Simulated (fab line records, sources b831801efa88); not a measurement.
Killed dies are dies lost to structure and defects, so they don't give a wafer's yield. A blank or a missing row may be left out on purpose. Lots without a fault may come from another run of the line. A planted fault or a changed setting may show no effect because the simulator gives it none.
Chamber matching | flow gf180mcu | GF_V2_CVD_02 on pecvd-01: 3 sister chambers
The step deposits SiO2 from TEOS, target thk 850 nm, time 94.851 s. 6 wafers are shown with their chamber, then 12 later ones without.

WAFERS WITH THEIR CHAMBER
wafer  | chamber | heater_power_w (W) | heater_power_outer_w (W)
L089.1 | 2       | 762                | 399
L089.2 | 1       | 656                | 429
L089.3 | 0       | 757                | 429
L089.4 | 0       | 789                | 462
L089.5 | 1       | 726                | 460
L089.6 | 2       | 812                | 433

WAFERS WITHOUT THEIR CHAMBER
wafer  | heater_power_w (W) | heater_power_outer_w (W)
L090.3 | 816                | 466
L090.4 | 654                | 433
L090.5 | 774                | 403
L091.3 | 760                | 420
L091.4 | 787                | 454
L091.5 | 794                | 431
L092.1 | 785                | 428
L092.5 | 821                | 447
L092.6 | 663                | 447
L095.1 | 790                | 441
L095.3 | 711                | 403
L095.4 | 672                | 454

WHICH CHAMBER EACH WENT THROUGH
wafer  | from the rows above          | in truth
L090.3 | can't be placed: 0 or 2      | 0
L090.4 | 1                            | 1
L090.5 | can't be placed: 2 or 0      | 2
L091.3 | can't be placed: 2 or 0 or 1 | 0
L091.4 | can't be placed: 0 or 2      | 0
L091.5 | can't be placed: 2 or 0      | 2
L092.1 | can't be placed: 2 or 0      | 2
L092.5 | can't be placed: 0 or 2      | 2
L092.6 | 1                            | 1
L095.1 | can't be placed: 0 or 2      | 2
L095.3 | can't be placed: 1 or 2 or 0 | 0
L095.4 | 1                            | 1
Placed correctly: 3 of 12. Can't be placed from these rows: 9 (the true chamber is among the candidates in 9). Placed wrongly: 0.
How it was worked out, from the rows above alone: a wafer's distance from a chamber is the root of the sum, over the readings, of the square of ((its reading less the chamber's mean) divided by the reading's scatter). The wafer belongs to the nearest chamber; if the next one is less than 2 further off, it can't be placed. A chamber's mean is the mean of its shown wafers. The scatter: the root of (the sum of the squares of (reading less its chamber's mean) over the shown wafers, divided by (wafers less chambers)).
